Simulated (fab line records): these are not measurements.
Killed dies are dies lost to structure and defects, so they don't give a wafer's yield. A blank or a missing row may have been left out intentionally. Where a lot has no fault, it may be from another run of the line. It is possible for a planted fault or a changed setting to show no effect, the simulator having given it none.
fab line records	flow sky130
record lots=6	wafers=18	lastDay=50
route steps=708 shown METAL5@671 PASSIVATION@681 PAD_OPEN@694
lots that met no fault: taken from a fault-free run of the same line
startH: start of the lot's first displayed wafer, in hours after the record's first day	waitH: how many hours have passed since the lot's step before this one	" repeats the value in the row above	L1.1+2: several wafers, shown together as one row	- value missing, or start not given	* or withheld: withheld	< > ~ a bound
route shown NAME@n: NAME is a module with steps in the file, n the number in the route of the first one	usual: mean/standard deviation taken from wafers without a fault	same: alike in all rows	chamber/n: place in a boat	sites: the reading at each site	_std_site: standard deviation of those values	_edge_site: mean of outer sites minus mean of inner sites	radiusMm: how far each site lies from the wafer's centre	mask NAME#n: copy n	behind: the most recent tool/chamber to have shaped the wafer	hold: why the lot was held/for how many hours/how that ended	device: whichever transistor did not switch (one of n, p or np)	end of line: the route-end tests of the same wafers	a step without rows: its recipe alone	killed: count of dies lost to structure and defects at first sort (not the wafer's yield)	map: the dies of a wafer, with x for killed, . for not killed, _ for no die there
set.NAME: the run value of the setting; set.NAME@STEP: its run value at that earlier step	model.NAME: the simulator's own value behind a step, which no gauge read
a table for each step, a row for each wafer; lots at some steps of the route
services: from which hour (startH, from the record's first day; less than 0 if before it) a tool's chamber was out of use, for how many hours, and why
## steps
# step SKY_METAL5_SOFTBAKE_10
# recipe tempC=90	timeS=60	resist=NOVOLAK
# step SKY_METAL5_EXPOSE_11
# recipe maskId=MM5	na=0.6	sourceShape=conventional	sigmaOuter=0.6	polarization=unpolarized	targetCdNm=1600	doseMj=190
# step SKY_METAL5_PEB_12
# recipe tempC=withheld	timeS=*	resist=NOVOLAK
# step SKY_METAL5_DEVELOP_13
# recipe resist=NOVOLAK	developer=TMAH	developTimeS=60	devTempC=23
# step SKY_METAL5_DESCUM_14
# recipe chemistry=O2	sourcePowerW=150	biasPowerW=0	pressureMtorr=10	tempC=40	timeS=11
# usual drypumpMotorCurrentA=5.6/0.32	oesProductAu=1.002/0.008
lot.wafer	tool	chamber	startH	waitH	drypumpMotorCurrentA	oesProductAu	rfHoursCounterH
L470.1	rieMetal-02	0	1030.78	0.1	5.2	1.012	14
L470.2	"	1	"	"	5.8	1.008	4
L470.6	"	1	"	"	5.8	1.006	-
L479.2	rieMetal-02	1	1091.99	0.1	5.8	1.000	8
L479.3	"	1	"	"	5.8	0.997	-
L479.4	"	0	"	"	5.2	1.013	-
L480.1	rieMetal-04	1	1095.28	0.1	5.2	0.995	4
L480.3	"	0	"	"	6.0	1.023	-
L480.6	"	1	"	"	5.2	0.996	-
L485.2	rieMetal-02	1	1126.25	0.1	5.8	1.003	10
L485.5	"	0	"	"	5.2	1.006	-
L485.6	"	1	"	"	5.7	1.004	-
L489.3	rieMetal-02	1	1149.62	0.1	5.8	0.999	-
L489.5	"	0	"	"	5.2	1.006	-
L489.6	"	1	"	"	5.8	0.993	-
L491.1	rieMetal-02	1	1163.46	0.1	5.8	1.004	14
L491.3	"	0	"	"	5.2	1.003	-
L491.5	"	0	"	"	5.2	1.007	-
# step SKY_METAL5_METAL_ETCH_15
# recipe targetDepthA=12600	stopOn=SiO2	overEtchFrac=0.2	timeS=252	chemistry=Cl2/BCl3	resistSidewallDeg=86	pressureMtorr=10	icpW=900	biasW=48.5	Cl2_flow_sccm=60	bcl3FlowSccm=30
# usual drypumpMotorCurrentA=5.6/0.32	oesProductAu=0.894/0.005	throttleValvePct=22.264/0.0087
lot.wafer	tool	chamber	startH	waitH	drypumpMotorCurrentA	oesProductAu	rfHoursCounterH	throttleValvePct
L470.1	rieMetal-02	0	1030.83	0.0	5.2	0.894	14	22.259
L470.2	"	1	"	"	5.8	0.897	4	22.266
L470.6	"	1	"	"	5.8	0.883	-	22.259
L479.2	rieMetal-02	1	1092.02	0.0	5.8	0.895	8	22.270
L479.3	"	1	"	"	5.8	0.890	-	22.267
L479.4	"	0	"	"	5.2	0.898	-	22.271
L480.1	rieMetal-04	1	1095.32	0.0	5.2	0.890	4	22.268
L480.3	"	0	"	"	6.0	0.886	-	22.260
L480.6	"	1	"	"	5.2	0.893	-	22.267
L485.2	rieMetal-02	1	1126.29	0.0	5.8	0.895	10	22.252
L485.5	"	0	"	"	5.2	0.893	-	22.254
L485.6	"	1	"	"	5.8	0.905	-	22.259
L489.3	rieMetal-02	1	1149.72	0.1	5.8	0.891	-	22.263
L489.5	"	0	"	"	5.2	0.887	-	22.256
L489.6	"	1	"	"	5.8	0.893	-	22.264
L491.1	rieMetal-02	1	1163.49	0.0	5.8	0.893	14	22.258
L491.3	"	0	"	"	5.2	0.896	-	22.259
L491.5	"	0	"	"	5.2	0.896	-	22.270
# step SKY_METAL5_STRIP_16
# recipe chemistry=O2/N2	powerW=1400	pressureMtorr=1500	platenTempC=withheld	o2FlowSccm=3000	n2FlowSccm=300	overashFraction=0.5
# usual drypumpMotorCurrentA=5.8/0.44	oesProductAu=0.711/0.0045	stripTimeToEndpointS=13.07/0.13
lot.wafer	tool	chamber	startH	waitH	drypumpMotorCurrentA	oesProductAu	rfHoursCounterH	stripTimeToEndpointS
L470.1	plasmaAsher-02	0	1031.14	0.2	5.9	0.717	60	13.09
L470.2	"	1	"	"	6.0	0.715	60	13.08
L470.6	"	0	"	"	6.0	0.715	-	13.11
L479.2	plasmaAsher-01	1	1092.26	0.2	5.3	0.714	93	13.02
L479.3	"	0	"	"	5.2	0.707	-	13.21
L479.4	"	1	"	"	5.3	0.713	-	12.89
L480.1	plasmaAsher-01	1	1095.55	0.2	5.3	0.719	93	13.12
L480.3	"	1	"	"	5.3	0.715	-	12.98
L480.6	"	0	"	"	5.2	0.715	-	13.13
L485.2	plasmaAsher-01	0	1126.52	0.2	5.2	0.705	97	13.18
L485.5	"	1	"	"	5.3	0.717	-	13.13
L485.6	"	0	"	"	5.2	0.711	-	13.22
L489.3	plasmaAsher-03	0	1149.91	0.1	6.5	0.708	-	12.99
L489.5	"	1	"	"	5.9	0.718	-	12.96
L489.6	"	0	"	"	6.5	0.711	-	13.05
L491.1	plasmaAsher-01	1	1163.72	0.2	5.4	0.715	100	13.05
L491.3	"	1	"	"	5.3	0.706	-	13.03
L491.5	"	1	"	"	5.4	0.712	-	13.07
# step SKY_METAL5_STRIP_17
# recipe chemistry=postEtchResidueRemover	timeS=1200	tempC=72.5
# step SKY_METAL5_CLEAN_18
# recipe chemistry=IPA	timeS=180	tempC=25
# step SKY_METAL5_CLEAN_19
# recipe chemistry=O3/DIW	dry=n2Spin
# step SKY_PASSIVATION_CVD_00
# recipe material=SiO2	targetThkNm=90	tempC=400	timeS=withheld	rfW=600
# usual heaterPowerW=677/78
lot.wafer	tool	chamber	startH	waitH	heaterPowerW
L470.1	pecvd-01	0	1031.82	0.0	630
L470.2	"	2	"	"	747
L470.6	"	1	"	"	719
L479.2	pecvd-03	2	1092.85	0.0	659
L479.3	"	1	"	"	652
L479.4	"	0	"	"	795
L480.1	pecvd-03	2	1096.18	0.0	534
L480.3	"	0	"	"	851
L480.6	"	2	"	"	550
L485.2	pecvd-03	2	1127.52	0.0	640
L485.5	"	1	"	"	582
L485.6	"	0	"	"	878
L489.3	pecvd-02	1	1150.47	0.0	702
L489.5	"	0	"	"	735
L489.6	"	1	"	"	722
L491.1	pecvd-02	2	1164.32	0.0	630
L491.3	"	0	"	"	709
L491.5	"	1	"	"	647
# step SKY_PASSIVATION_THK_MEAS_01
# recipe reads=SiO2_of_PASSIVATION_CVD_00
# usual PASSIVATION_CVD_00_THK=89.8/1.1
lot.wafer	tool	chamber	startH	waitH	PASSIVATION_CVD_00_THK[nm]
L470.1	filmMetro-02	-	1031.84	-	87.5
L470.2	"	-	"	"	88.0
L470.6	"	-	"	"	89.0
L479.2	filmMetro-02	-	1092.88	-	89.5
L479.3	"	-	"	"	88.6
L479.4	"	-	"	"	90.5
L480.1	filmMetro-04	-	1096.21	-	88.3
L480.3	"	-	"	"	88.5
L480.6	"	-	"	"	90.6
L485.2	filmMetro-02	-	1127.55	-	89.9
L485.5	"	-	"	"	90.5
L485.6	"	-	"	"	91.2
L489.3	filmMetro-02	-	1150.51	-	88.9
L489.5	"	-	"	"	91.5
L489.6	"	-	"	"	91.5
L491.1	filmMetro-04	-	1164.34	-	88.5
L491.3	"	-	"	"	89.7
L491.5	"	-	"	"	91.8
# step SKY_PASSIVATION_CVD_02
# recipe material=Si3N4	targetThkNm=540	tempC=400	timeS=withheld	rfW=450
# usual heaterPowerW=714/71
lot.wafer	tool	chamber	startH	waitH	heaterPowerW	model.Si3N4_of_PASSIVATION_CVD_02.thkNm
L470.1	pecvd-02	2	1031.90	0.1	603	542
L470.2	"	0	"	"	763	538.8
L470.6	"	1	"	"	781	542.8
L479.2	pecvd-02	2	1092.93	0.0	716	474.4
L479.3	"	0	"	"	776	478.9
L479.4	"	1	"	"	739	484.1
L480.1	pecvd-02	0	1096.27	0.1	725	467.8
L480.3	"	2	"	"	637	471.8
L480.6	"	1	"	"	739	482.1
L485.2	pecvd-01	0	1127.60	0.0	641	538.8
L485.5	"	1	"	"	751	542.8
L485.6	"	0	"	"	685	539.8
L489.3	pecvd-01	1	1150.55	0.0	776	536.3
L489.5	"	0	"	"	698	542.4
L489.6	"	2	"	"	821	535.1
L491.1	pecvd-01	1	1164.40	0.1	779	541.5
L491.3	"	0	"	"	662	540.9
L491.5	"	1	"	"	820	548.9
# step SKY_PASSIVATION_THK_MEAS_03
# recipe reads=Si3N4_of_PASSIVATION_CVD_02
# usual PASSIVATION_CVD_02_THK=540/6
lot.wafer	tool	chamber	startH	waitH	PASSIVATION_CVD_02_THK[nm]
L470.1	filmMetro-03	-	1032.12	-	542
L470.2	"	-	"	"	539
L470.6	"	-	"	"	543
L479.2	filmMetro-03	-	1093.16	-	475
L479.3	"	-	"	"	479
L479.4	"	-	"	"	484
L480.1	filmMetro-03	-	1096.49	-	467
L480.3	"	-	"	"	472
L480.6	"	-	"	"	482
L485.2	filmMetro-02	-	1127.84	-	539
L485.5	"	-	"	"	543
L485.6	"	-	"	"	540
L489.3	filmMetro-02	-	1150.79	-	536
L489.5	"	-	"	"	543
L489.6	"	-	"	"	535
L491.1	filmMetro-02	-	1164.62	-	542
L491.3	"	-	"	"	541
L491.5	"	-	"	"	548
# step SKY_PASSIVATION_DEHYDRATE_04
# recipe tempC=200	timeS=60
# step SKY_PASSIVATION_HMDS_05
# recipe primeTimeS=60	primeTempC=120
# step SKY_PASSIVATION_COAT_06
# recipe spinRpm=2000	resistThkNm=3000
# step SKY_PASSIVATION_SOFTBAKE_07
# recipe tempC=110	timeS=withheld
# step SKY_PASSIVATION_EXPOSE_08
# recipe maskId=NSM	targetCdNm=3000	na=0.57	doseMj=260
# step SKY_PASSIVATION_PEB_09
# recipe tempC=115	timeS=withheld
# step SKY_PASSIVATION_DEVELOP_10
# recipe developTimeS=60	devTempC=23
# step SKY_PASSIVATION_ETCH_11
# recipe chemistry=CF4/O2	targetDepthNm=725	stopOn=AlCu	sourceW=800	biasW=150	pressureMtorr=150	cf4FlowSccm=80	O2_flow_sccm=10	timeS=161.1
# usual drypumpMotorCurrentA=5.8/0.47	oesProductAu=0.977/0.006	throttleValvePct=5.964/0.0093
lot.wafer	tool	chamber	startH	waitH	drypumpMotorCurrentA	oesProductAu	rfHoursCounterH	throttleValvePct	model.etch.depthNm	model.PASSIVATION.featureDepthNm
L470.1	rieDiel-02	2	1054.39	-	5.7	0.980	24	5.957	704.9	704.9
L470.2	"	3	"	"	6.1	0.976	10	5.950	702.8	702.8
L470.6	"	0	"	"	5.5	0.978	-	5.968	707.3	707.3
L479.2	rieDiel-04	3	1113.29	-	5.8	0.924	15	5.945	638.3	638.3
L479.3	"	1	"	"	6.2	0.923	11	5.955	642.1	642.1
L479.4	"	0	"	"	6.5	0.940	20	5.939	648.1	648.1
L480.1	rieDiel-01	0	1116.24	-	4.9	0.912	0	5.950	630.6	630.6
L480.3	"	2	"	"	4.8	0.913	32	5.940	634.6	634.6
L480.6	"	1	"	"	6.4	0.938	-	5.938	647.2	647.2
L485.2	rieDiel-01	3	1145.94	-	5.8	0.977	21	5.956	703.2	703.2
L485.5	"	0	"	"	4.9	0.982	-	5.960	707.8	707.8
L485.6	"	1	"	"	6.3	0.977	-	5.975	705.9	705.9
L489.3	rieDiel-02	0	1167.84	-	5.6	0.978	18	5.982	700.5	700.5
L489.5	"	3	"	"	6.1	0.972	-	5.939	707.6	707.6
L489.6	"	0	"	"	5.6	0.973	-	5.980	701.1	701.1
L491.1	rieDiel-02	2	1181.44	-	5.7	0.983	29	5.967	704.7	704.7
L491.3	"	0	"	"	5.5	0.975	19	5.971	705	705
L491.5	"	1	"	"	5.2	0.982	-	5.980	715.4	715.4
# step SKY_PASSIVATION_STRIP_12
# recipe chemistry=O2/N2	powerW=1400	pressureMtorr=1500	platenTempC=withheld	overashFraction=0.7	o2FlowSccm=3000	n2FlowSccm=300
# step SKY_PAD_OPEN_DEHYDRATE_00
# recipe tempC=200	timeS=60
# step SKY_PAD_OPEN_HMDS_01
# recipe primeTimeS=60	primeTempC=120
# step SKY_PAD_OPEN_COAT_02
# recipe spinRpm=2000	resistThkNm=3000
# step SKY_PAD_OPEN_SOFTBAKE_03
# recipe tempC=110	timeS=withheld
# step SKY_PAD_OPEN_EXPOSE_04
# recipe maskId=PDM	targetCdNm=60000	na=0.57	doseMj=260
# step SKY_PAD_OPEN_PEB_05
# recipe tempC=115	timeS=withheld
# step SKY_PAD_OPEN_DEVELOP_06
# recipe developTimeS=60	devTempC=23
# step SKY_PAD_OPEN_ETCH_07
# recipe chemistry=CF4/O2	targetDepthNm=725	stopOn=AlCu	sourceW=800	biasW=150	pressureMtorr=150	cf4FlowSccm=80	O2_flow_sccm=10	timeS=161.1
# usual drypumpMotorCurrentA=5.6/0.48	oesProductAu=0.977/0.0063	throttleValvePct=5.964/0.0097
lot.wafer	tool	chamber	startH	waitH	drypumpMotorCurrentA	oesProductAu	rfHoursCounterH	throttleValvePct	model.etch.depthNm	model.PAD_OPEN.featureDepthNm
L470.1	rieDiel-01	2	1075.60	-	4.7	0.974	31	5.967	704.9	704.9
L470.2	"	3	"	"	5.8	0.974	18	5.974	702.8	702.8
L470.6	"	0	"	"	4.9	0.982	-	5.991	707.3	707.3
L479.2	rieDiel-03	1	1131.74	-	5.8	0.929	21	5.953	638.3	638.3
L479.3	"	3	"	"	4.7	0.939	27	5.961	642.1	642.1
L479.4	"	2	"	"	5.7	0.937	13	5.938	648.1	648.1
L480.1	rieDiel-02	0	1134.99	-	5.5	0.917	17	5.938	630.6	630.6
L480.3	"	2	"	"	5.7	0.930	27	5.945	634.6	634.6
L480.6	"	2	"	"	5.7	0.934	-	5.941	647.2	647.2
L485.2	rieDiel-03	1	1164.24	-	5.8	0.980	22	5.970	703.2	703.2
L485.5	"	3	"	"	4.8	0.984	-	5.971	707.8	707.8
L485.6	"	0	"	"	6.1	0.979	-	5.964	705.9	705.9
L489.3	rieDiel-02	2	1184.14	-	5.7	0.976	29	5.970	700.5	700.5
L489.5	"	0	"	"	5.5	0.972	-	5.965	707.6	707.6
L489.6	"	1	"	"	5.2	0.976	-	5.956	701.1	701.1
L491.1	rieDiel-02	2	1196.94	-	5.7	0.970	29	5.968	704.7	704.7
L491.3	"	1	"	"	5.2	0.981	23	5.973	705	705
L491.5	"	3	"	"	6.2	0.977	-	5.976	715.4	715.4
# step SKY_PAD_OPEN_STRIP_08
# recipe chemistry=O2/N2	powerW=1400	pressureMtorr=1500	platenTempC=withheld	overashFraction=0.7	o2FlowSccm=3000	n2FlowSccm=300
# usual drypumpMotorCurrentA=5.8/0.48	oesProductAu=0.662/0.0045	stripTimeToEndpointS=37.04/0.11
lot.wafer	tool	chamber	startH	waitH	drypumpMotorCurrentA	oesProductAu	rfHoursCounterH	stripTimeToEndpointS
L470.1	plasmaAsher-03	0	1075.71	0.1	6.4	0.664	33	37.23
L470.2	"	1	"	"	5.9	0.664	33	37.24
L470.6	"	1	"	"	5.9	0.660	-	37.28
L479.2	plasmaAsher-03	0	1131.84	0.1	6.5	0.666	39	37.05
L479.3	"	1	"	"	5.9	0.664	-	37.02
L479.4	"	0	"	"	6.5	0.666	-	37.01
L480.1	plasmaAsher-02	0	1135.09	0.1	6.0	0.661	71	37.03
L480.3	"	1	"	"	6.0	0.666	-	37.06
L480.6	"	0	"	"	6.0	0.664	-	37.04
L485.2	plasmaAsher-03	1	1164.35	0.1	5.9	0.658	42	37.09
L485.5	"	0	"	"	6.5	0.663	-	36.92
L485.6	"	1	"	"	5.9	0.657	-	37.10
L489.3	plasmaAsher-02	0	1184.28	0.1	6.0	0.661	-	37.11
L489.5	"	0	"	"	5.9	0.665	-	37.06
L489.6	"	1	"	"	6.0	0.664	-	37.15
L491.1	plasmaAsher-02	1	1197.05	0.1	6.0	0.656	76	36.94
L491.3	"	1	"	"	5.9	0.673	-	36.86
L491.5	"	0	"	"	5.9	0.663	-	36.93
# step SKY_PAD_OPEN_STRIP_09
# recipe chemistry=postEtchResidueRemover	timeS=1200	tempC=72.5
lot.wafer	tool	chamber	startH	waitH	model.Si3N4_of_PASSIVATION_CVD_02.thkNm
L470.1	wetBench-03	2	1075.81	0.1	541.6
L470.2	"	2	"	"	538.4
L470.6	"	2	"	"	542.5
L479.2	wetBench-03	1	1131.94	0.1	474
L479.3	"	1	"	"	478.6
L479.4	"	1	"	"	483.7
L480.1	wetBench-03	0	1135.19	0.1	467.4
L480.3	"	0	"	"	471.4
L480.6	"	0	"	"	481.7
L485.2	wetBench-04	0	1164.45	0.1	538.4
L485.5	"	0	"	"	542.4
L485.6	"	0	"	"	539.4
L489.3	wetBench-03	3	1184.35	0.0	535.9
L489.5	"	3	"	"	542
L489.6	"	3	"	"	534.7
L491.1	wetBench-03	2	1197.15	0.1	541.1
L491.3	"	2	"	"	540.6
L491.5	"	2	"	"	548.6
# step SKY_PAD_OPEN_CLEAN_10
# recipe chemistry=IPA	timeS=180	tempC=25
# step SKY_PAD_OPEN_PROBE_99
# usual defectLimitedYield=82.4/1.9	killed_at_M0_to_M3=44/7	killed_at_M4_up=3.2/1.8	killedAtContacts=24/5.1	killedAtFrontEnd=15/4.3	killedAtOther=0.3/0.5	killedDies=86/9.6	killedOnRim=17/4.1	killedOpen=48/7.1	killedShort=38/6.7	sort_bin_3_pad_short=0.9/0.44	sort_bin_5_function=10.3/1.5	sort_bin_6_memory=6.4/1.1	sortNPass=406/9.6	sortYieldPct=82.4/1.9
# same grossDies=492	killedAtBackSide=0	sort_bin_4_leakage[%]=0	sort_bin_8_speed[%]=0
lot.wafer	tool	chamber	startH	waitH	defectLimitedYield[%]	killed_at_M0_to_M3	killed_at_M4_up	killedAtContacts	killedAtFrontEnd	killedAtOther	killedDies	killedOnRim	killedOpen	killedShort	sort_bin_3_pad_short[%]	sort_bin_5_function[%]	sort_bin_6_memory[%]	sortNPass	sortYieldPct[%]
L470.1	prober-02	-	1077.92	0.1	81.7	43	3	25	19	0	90	15	40	50	0.8	10.8	6.7	402	81.7
L470.2	prober-02	-	1077.97	0.1	84.8	34	2	29	9	1	75	13	45	30	0.2	9.1	5.9	417	84.8
L470.6	prober-02	-	1078.17	0.2	81.3	47	3	25	17	0	92	13	49	43	0.8	9.1	8.7	400	81.3
L479.2	prober-01	-	1134.10	0.1	82.9	48	2	16	18	0	84	18	44	39	0.2	11.0	5.9	408	82.9
L479.3	prober-01	-	1134.15	0.2	82.5	43	4	24	13	2	86	19	46	40	0.4	9.8	7.3	406	82.5
L479.4	prober-01	-	1134.20	0.2	80.1	54	7	26	11	0	98	18	47	51	1.4	11.4	7.1	394	80.1
L480.1	prober-02	-	1137.30	0.1	84.1	37	7	24	9	1	78	9	43	35	0.8	9.8	5.3	414	84.1
L480.3	prober-02	-	1137.40	0.2	85.2	41	6	15	10	1	73	19	38	35	1.2	10.0	3.7	419	85.2
L480.6	prober-02	-	1137.55	0.2	85.6	40	2	19	9	1	71	15	41	30	0.2	7.7	6.5	421	85.6
L485.2	prober-01	-	1166.61	0.1	80.5	42	2	22	30	0	96	21	44	52	1.0	13.4	5.1	396	80.5
L485.5	prober-01	-	1166.76	0.2	86.0	39	5	10	14	1	69	13	37	32	0.8	7.9	5.3	423	86.0
L485.6	prober-01	-	1166.81	0.2	81.3	40	5	33	14	0	92	19	49	42	1.4	9.6	7.7	400	81.3
L489.3	prober-01	-	1186.60	0.2	81.5	32	4	37	18	0	91	23	52	39	0.8	10.6	7.1	401	81.5
L489.5	prober-01	-	1186.70	0.2	84.3	37	4	27	8	1	77	15	43	34	0.2	9.3	6.1	415	84.3
L489.6	prober-01	-	1186.75	0.2	81.9	51	1	24	13	0	89	19	48	41	0.6	10.2	7.3	403	81.9
L491.1	prober-01	-	1199.27	0.1	81.3	47	2	26	17	0	92	20	48	44	1.2	13.2	4.3	400	81.3
L491.3	prober-01	-	1199.37	0.2	82.1	39	4	29	15	1	88	19	35	52	1.0	10.4	6.5	404	82.1
L491.5	prober-01	-	1199.47	0.2	80.7	55	5	26	9	0	95	19	44	50	1.0	11.6	6.7	397	80.7
# killed by level:class
L470.1 CONTACT:geometricParticle:open=9 VIA1:geometricParticle:open=9 CONTACT:geometricParticle:short=8 VIA3:geometricParticle:open=7 METAL3:geometricParticle:short=6 FIELD_ISO:geometricParticle:short=4 POLY_GATE:geometricParticle:open=4 POLY_GATE:geometricParticle:short=4
L470.2 CONTACT:geometricParticle:open=11 VIA1:geometricParticle:open=7 VIA2:geometricParticle:open=7 LI_CONTACT:geometricParticle:open=6 FIELD_ISO:geometricParticle:open=5 CONTACT:geometricParticle:short=5 LI_CONTACT:geometricParticle:short=4 METAL1:geometricParticle:short=4
L470.6 VIA1:geometricParticle:open=10 LI_CONTACT:geometricParticle:open=9 METAL1:geometricParticle:short=8 VIA3:geometricParticle:open=7 CONTACT:geometricParticle:short=6 CONTACT:geometricParticle:open=6 VIA2:geometricParticle:open=6 METAL3:geometricParticle:short=5
L479.2 VIA1:geometricParticle:open=8 VIA3:geometricParticle:open=8 METAL1:geometricParticle:short=7 FIELD_ISO:geometricParticle:open=6 LI_CONTACT:geometricParticle:open=6 VIA2:geometricParticle:open=6 VIA1:geometricParticle:short=5 POLY_GATE:geometricParticle:open=4
L479.3 VIA1:geometricParticle:open=11 CONTACT:geometricParticle:open=8 VIA2:geometricParticle:open=8 VIA1:geometricParticle:short=8 FIELD_ISO:geometricParticle:short=6 LI_CONTACT:geometricParticle:open=6 LOCAL_INTERCONNECT:geometricParticle:short=5 VIA3:geometricParticle:open=5
L479.4 CONTACT:geometricParticle:open=16 METAL1:geometricParticle:short=10 VIA1:geometricParticle:open=9 METAL2:geometricParticle:short=6 VIA2:geometricParticle:short=6 VIA3:geometricParticle:open=6 METAL4:geometricParticle:short=6 POLY_GATE:geometricParticle:short=5
L480.1 VIA2:geometricParticle:open=8 CONTACT:geometricParticle:open=7 VIA1:geometricParticle:open=6 LI_CONTACT:geometricParticle:open=6 METAL2:geometricParticle:short=6 CONTACT:geometricParticle:short=4 VIA1:geometricParticle:short=4 METAL4:geometricParticle:short=4
L480.3 CONTACT:geometricParticle:open=7 VIA1:geometricParticle:open=7 VIA2:geometricParticle:open=6 VIA1:geometricParticle:short=5 METAL2:geometricParticle:short=5 METAL4:geometricParticle:short=5 VIA3:geometricParticle:open=4 FIELD_ISO:geometricParticle:open=3
L480.6 CONTACT:geometricParticle:open=11 VIA1:geometricParticle:open=9 METAL2:geometricParticle:short=7 VIA3:geometricParticle:open=7 LI_CONTACT:geometricParticle:open=5 VIA2:geometricParticle:short=4 FIELD_ISO:geometricParticle:short=3 VIA3:geometricParticle:short=3
L485.2 CONTACT:geometricParticle:open=11 FIELD_ISO:geometricParticle:short=8 POLY_GATE:geometricParticle:short=8 FIELD_ISO:geometricParticle:open=6 METAL1:geometricParticle:short=6 VIA1:geometricParticle:open=6 VIA2:geometricParticle:open=6 METAL3:geometricParticle:short=6
L485.5 VIA1:geometricParticle:open=9 VIA3:geometricParticle:open=9 METAL1:geometricParticle:short=7 CONTACT:geometricParticle:open=6 FIELD_ISO:geometricParticle:short=5 VIA2:geometricParticle:open=5 METAL4:geometricParticle:short=4 METAL2:geometricParticle:short=4
L485.6 CONTACT:geometricParticle:open=11 VIA1:geometricParticle:open=10 LI_CONTACT:geometricParticle:open=8 METAL3:geometricParticle:short=6 CONTACT:geometricParticle:short=6 METAL2:geometricParticle:short=5 VIA3:geometricParticle:open=5 POLY_GATE:geometricParticle:open=4
L489.3 LI_CONTACT:geometricParticle:open=13 CONTACT:geometricParticle:open=8 VIA1:geometricParticle:open=8 LOCAL_INTERCONNECT:geometricParticle:short=7 VIA3:geometricParticle:open=7 CONTACT:geometricParticle:short=6 FIELD_ISO:geometricParticle:open=4 POLY_GATE:geometricParticle:open=4
L489.5 VIA1:geometricParticle:open=11 LI_CONTACT:geometricParticle:open=8 CONTACT:geometricParticle:open=8 METAL2:geometricParticle:short=8 LOCAL_INTERCONNECT:geometricParticle:short=5 VIA2:geometricParticle:open=4 VIA3:geometricParticle:open=4 METAL4:geometricParticle:short=4
L489.6 VIA2:geometricParticle:open=11 CONTACT:geometricParticle:open=8 VIA1:geometricParticle:open=7 VIA3:geometricParticle:open=7 CONTACT:geometricParticle:short=6 VIA2:geometricParticle:short=6 LOCAL_INTERCONNECT:geometricParticle:short=5 METAL2:geometricParticle:short=5
L491.1 CONTACT:geometricParticle:open=10 VIA1:geometricParticle:open=10 VIA3:geometricParticle:open=8 POLY_GATE:geometricParticle:short=7 VIA2:geometricParticle:open=6 CONTACT:geometricParticle:short=6 FIELD_ISO:geometricParticle:short=4 FIELD_ISO:geometricParticle:open=4
L491.3 METAL1:geometricParticle:short=12 CONTACT:geometricParticle:open=11 VIA1:geometricParticle:open=8 LI_CONTACT:geometricParticle:open=7 METAL2:geometricParticle:short=5 FIELD_ISO:geometricParticle:short=4 POLY_GATE:geometricParticle:short=4 SPACER:geometricParticle:short=4
L491.5 CONTACT:geometricParticle:open=8 VIA3:geometricParticle:open=8 CONTACT:geometricParticle:short=7 VIA1:geometricParticle:open=7 METAL2:geometricParticle:short=7 VIA2:geometricParticle:open=7 LI_CONTACT:geometricParticle:open=6 METAL3:geometricParticle:short=6
## services
tool	chamber	startH	hours	kind
rieDiel-01	3	1011.68	2.8	repair
rieDiel-02	-	1013.74	1.7	repair
pecvd-01	-	1021.31	1.6	repair
rieDiel-01	1	1024.03	5.1	repair
pecvd-03	-	1048.29	4.3	pm
pecvd-01	-	1053.19	0.6	repair
rieDiel-01	3	1055.66	8.0	repair
rieDiel-01	-	1066.06	0.4	repair
plasmaAsher-01	-	1071.03	2.4	repair
rieDiel-01	0	1071.80	1.3	repair
rieDiel-01	-	1077.52	14.6	pm
pecvd-01	1	1102.84	4.1	repair
pecvd-02	-	1104.98	1.1	repair
rieDiel-01	1	1131.85	6.7	repair
rieDiel-02	2	1135.83	8.0	repair
rieDiel-02	1	1151.56	3.1	repair
rieDiel-01	3	1166.97	17.1	repair
pecvd-01	-	1174.49	2.3	repair
pecvd-01	1	1174.52	4.0	repair
rieDiel-02	3	1175.14	6.7	repair
rieDiel-01	1	1182.56	3.2	repair
plasmaAsher-01	-	1184.51	3.5	repair
pecvd-02	2	1187.03	2.6	repair
pecvd-03	-	1191.38	1.7	repair
## key
firstSign step=SKY_PASSIVATION_THK_MEAS_03	reading=PASSIVATION_CVD_02_THK	direction=down	sigmas=11	usual=540	struck=476
effect step=SKY_PASSIVATION_ETCH_11	reading=oesProductAu	direction=down	sigmas=8.7	usual=0.977	struck=0.925
effect step=SKY_PAD_OPEN_ETCH_07	reading=oesProductAu	direction=down	sigmas=7.3	usual=0.977	struck=0.931
modelEffect step=SKY_PASSIVATION_CVD_02	value=Si3N4_of_PASSIVATION_CVD_02.thkNm	without=538.9	struck=476.5
modelEffect step=SKY_PASSIVATION_ETCH_11	value=etch.depthNm	without=702.6	struck=640.1
modelEffect step=SKY_PAD_OPEN_ETCH_07	value=etch.depthNm	without=702.6	struck=640.1
modelEffect step=SKY_PAD_OPEN_STRIP_09	value=Si3N4_of_PASSIVATION_CVD_02.thkNm	without=538.6	struck=476.1
metAt SKY_PASSIVATION_CVD_02
struckWafers L479.2,L479.3,L479.4,L480.1,L480.3,L480.6
onsetBetween 1031.90 1092.93
fault kind=processParameterDrift	tool=pecvd-02	chamber=-	onsetH=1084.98	steps=SKY_PASSIVATION_CVD_02	channel=timeS	offset=withheld	shape=step	endH=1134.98	actsIn=*
